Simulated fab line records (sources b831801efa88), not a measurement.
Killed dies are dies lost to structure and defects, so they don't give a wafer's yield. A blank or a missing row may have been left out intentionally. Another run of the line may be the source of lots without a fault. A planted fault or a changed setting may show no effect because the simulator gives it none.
Code-filled problem report in 8D (eight disciplines) form | flow sky130 | the parts of the form that need people (team, actions taken, sign-off) are left out

## 1. WHAT WENT WRONG
Mean of heater-power-total-W at SKY_LDD_HVN_SOFTBAKE_03: 57.32 W across 6 wafers in 2 lots; on wafers with no fault it is 56.59 W (standard deviation 0.044). Relative to the usual mean, that is a shift of +17 standard deviations.
The step: time 60 s.
First observed at day 22 14:17: wafer L834.2, on litho-track-04. At this step, 39 wafers from 13 lots have a number in the record. Rule for "out", or "out of limits": more than 4 standard deviations from the usual mean. The other wafers with a number count as sound.

## 2. WHAT IT IS; WHAT IT IS NOT
question                    | is                                 | is not
which readings at this step | heater-power-total-W, run-length-s | -
which lots                  | L834, L835                         | L828, L841, L842, L843, L845, L846, L847, L848, L849, L850, L851
which wafers of those lots  | all that have a number             | -
read on which tools         | litho-track-04                     | litho-track-01, litho-track-03
when                        | from day 22 14:17                  | up to then (3 sound wafers); but 30 sound wafers of L841, L842, L843, L845, L846, L847, L848, L849, L850, L851 came after

## 3. WHAT RULES OUT EACH SUSPECT
Counting: a tool at a process step up to the reading stays a suspect if it ran every lot that is out and no sound lot after the first of them.
- litho-track-04 at SKY_LDD_HVN_SOFTBAKE_03 (time 60 s): ruled out as a lasting fault. After its first lot that is out, L834 (day 22 14:17), sound lots L847 ran on it.
Left after counting: nothing in the record.

## 4. THE CAUSE (what the simulator had put in)
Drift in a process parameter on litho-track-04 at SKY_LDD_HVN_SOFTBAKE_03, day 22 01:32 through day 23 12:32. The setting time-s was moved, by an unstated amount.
Counting ruled it out, wrongly.

## 5. THE EFFECT CHAIN, in route order
Each row: a reading whose mean over the struck wafers that have a number lies more than 3 standard deviations from the usual. Scope: only readings with a usual standard deviation given in the record; hours: median across lots of the time from each lot's start at the first step in this table that gives one to its start at this step; sigmas: change in usual standard deviations.
hours | step                    | reading              | usual   | on struck wafers | change | sigmas
0     | SKY_LDD_HVN_SOFTBAKE_03 | heater-power-total-W | 56.59 W | 57.32            | +0.73  | +17
0     | SKY_LDD_HVN_SOFTBAKE_03 | run-length-s         | 89.32 s | 86.91            | -2.41  | -15
Process steps it contains:
- SKY_LDD_HVN_SOFTBAKE_03: time 60 s.
Later steps that measure or inspect, where all struck wafers having a row at the step show a number for every such reading and not one has moved that far: SKY_LDD_HVN_TW_MEAS_10.

## 6. HOW IT WOULD HAVE BEEN CAUGHT EARLIER
The fault began at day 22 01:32; the first out-of-limits reading in this record came at day 22 14:17, 13 hours later.
